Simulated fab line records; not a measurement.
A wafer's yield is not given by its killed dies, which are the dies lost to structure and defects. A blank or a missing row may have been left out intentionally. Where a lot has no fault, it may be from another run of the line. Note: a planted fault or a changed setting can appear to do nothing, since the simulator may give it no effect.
The tool behind it: which one? | flow sky130 | Sampling: 12 lots, 36 wafers, 4 of 708 route steps

WHAT THE GAUGES SHOWED, per wafer
SKY_CONTACT_BOW_MEAS_05.
lot  | measured     | on            | CONTACT_BOW (um)
L693 | day 30 11:10 | film metro-04 | 81 80 81
L695 | day 30 21:05 | film metro-01 | 85 74 72
L696 | day 31 09:29 | film metro-02 | 87 75 65
L699 | day 32 10:46 | film metro-04 | 93 72 88
L700 | day 32 21:42 | film metro-02 | 70 75 67
L708 | day 35 02:19 | film metro-04 | 79 77 84
L709 | day 35 07:23 | film metro-04 | 84 84 93
L710 | day 35 18:20 | film metro-01 | 90 80 67
L711 | day 36 04:38 | film metro-04 | 81 80 82
L712 | day 36 10:43 | film metro-01 | 78 79 87
L715 | day 37 08:59 | film metro-02 | 75 90 76
L716 | day 38 20:05 | film metro-02 | 79 83 87

SKY_VIA1_THK_MEAS_01.
lot  | measured     | on            | VIA1_HDPCVD_THK (nm)
L693 | day 32 20:52 | film metro-02 | 1011 1040 1016
L695 | day 33 08:14 | film metro-02 | 1027 1024 1034
L696 | day 33 17:55 | film metro-03 | 1020 1018 1016
L699 | day 34 18:20 | film metro-03 | 1025 1019 972
L700 | day 35 05:13 | film metro-02 | 1010 1000 993
L708 | day 37 09:41 | film metro-02 | 1052 1019 1018
L709 | day 37 13:58 | film metro-03 | 1013 1007 1004
L710 | day 38 00:55 | film metro-01 | 1023 1045 1020
L711 | day 38 11:05 | film metro-01 | 1019 1036 1015
L712 | day 38 16:53 | film metro-01 | 1024 1012 1017
L715 | day 39 13:35 | film metro-02 | 1017 1014 1015
L716 | day 41 00:35 | film metro-02 | 1025 1014 1023

WHICH TOOL RAN EACH LOT (tool, then ch and the chambers of the sampled wafers, then the start)
lot  | SKY_METAL1_SPUTTER_00        | SKY_VIA1_HDPCVD_00
L693 | pvd sputter-03, day 31 15:55 | hdpcvd-02 ch 0,2, day 32 20:44
L695 | pvd sputter-01, day 32 03:05 | hdpcvd-01 ch 0,1,2, day 33 08:07
L696 | pvd sputter-03, day 32 13:03 | hdpcvd-01 ch 0,1,2, day 33 17:48
L699 | pvd sputter-01, day 33 14:44 | hdpcvd-01 ch 0,1,2, day 34 18:13
L700 | pvd sputter-03, day 34 01:35 | hdpcvd-01 ch 0,1,2, day 35 05:06
L708 | pvd sputter-03, day 36 06:31 | hdpcvd-02 ch 0,1,2, day 37 09:34
L709 | pvd sputter-03, day 36 10:28 | hdpcvd-01 ch 0,2, day 37 13:51
L710 | pvd sputter-03, day 36 21:19 | hdpcvd-02 ch 0,1, day 38 00:47
L711 | pvd sputter-02, day 37 08:02 | hdpcvd-02 ch 0,1,2, day 38 10:58
L712 | pvd sputter-01, day 37 14:29 | hdpcvd-01 ch 0,1, day 38 16:46
L715 | pvd sputter-03, day 38 11:49 | hdpcvd-01 ch 1,2, day 39 13:28
L716 | pvd sputter-01, day 39 22:34 | hdpcvd-01 ch 0,1,2, day 41 00:29
- SKY_METAL1_SPUTTER_00: material Ti, target thk 15 nm, time 10 s.
- SKY_VIA1_HDPCVD_00: deposits SiO2, target thk 1030 nm, time 171.7 s.

AS READ BY THE TOOLS THEMSELVES (means over the sampled wafers that have a number; for cases with no such wafer, the mark the record gives instead)
SKY_METAL1_SPUTTER_00.
lot  | tool           | throttle valve pct (%)
L693 | pvd sputter-03 | 30.2
L695 | pvd sputter-01 | 31.2
L696 | pvd sputter-03 | 29.2
L699 | pvd sputter-01 | 30.8
L700 | pvd sputter-03 | 30.1
L708 | pvd sputter-03 | 30.1
L709 | pvd sputter-03 | 29.9
L710 | pvd sputter-03 | 29.2
L711 | pvd sputter-02 | 27.9
L712 | pvd sputter-01 | 30.4
L715 | pvd sputter-03 | 29.4
L716 | pvd sputter-01 | 30.8

SKY_VIA1_HDPCVD_00.
lot  | tool      | run length s (s)
L693 | hdpcvd-02 | 199.7
L695 | hdpcvd-01 | 199.5
L696 | hdpcvd-01 | 199.6
L699 | hdpcvd-01 | 197.7
L700 | hdpcvd-01 | 197.9
L708 | hdpcvd-02 | 199.6
L709 | hdpcvd-01 | 199.9
L710 | hdpcvd-02 | 199.5
L711 | hdpcvd-02 | 199.5
L712 | hdpcvd-01 | 199.8
L715 | hdpcvd-01 | 199.5
L716 | hdpcvd-01 | 199.5

THE ANSWER, worked out from the rows above alone
Rule: what is usual is taken from the lots themselves. Put in order of their means at a reading, lots are off if they are a third of the lots or fewer, leave a main group of 4 or more, and stand apart from it by a gap of 3 or more times the standard deviation of the main group's means; of several such gaps the widest counts. A main group is skipped when, at the precision printed for the reading in the tables above, its means are all equal. A lot without any number at a reading at which 4 lots or more have one is off too. Any other lot the step has rows for is counted as sound. After the gauges, taken in route order, come the tools' own readings; for these a lot's mean is taken, as printed above. The first step at which some lot is off is used, and at that step the reading that is off furthest; a lot without a number counts as furthest.
Off at SKY_VIA1_HDPCVD_00 (run length s): L699, L700. The main group: mean 199.6 s, standard deviation 0.14.
A tool fits if, at that step or a process step before it, it ran every lot that is off, and no sound lot after the first of them. Not one of the candidates tried fits.

WHAT THE SIMULATOR HAD PUT IN
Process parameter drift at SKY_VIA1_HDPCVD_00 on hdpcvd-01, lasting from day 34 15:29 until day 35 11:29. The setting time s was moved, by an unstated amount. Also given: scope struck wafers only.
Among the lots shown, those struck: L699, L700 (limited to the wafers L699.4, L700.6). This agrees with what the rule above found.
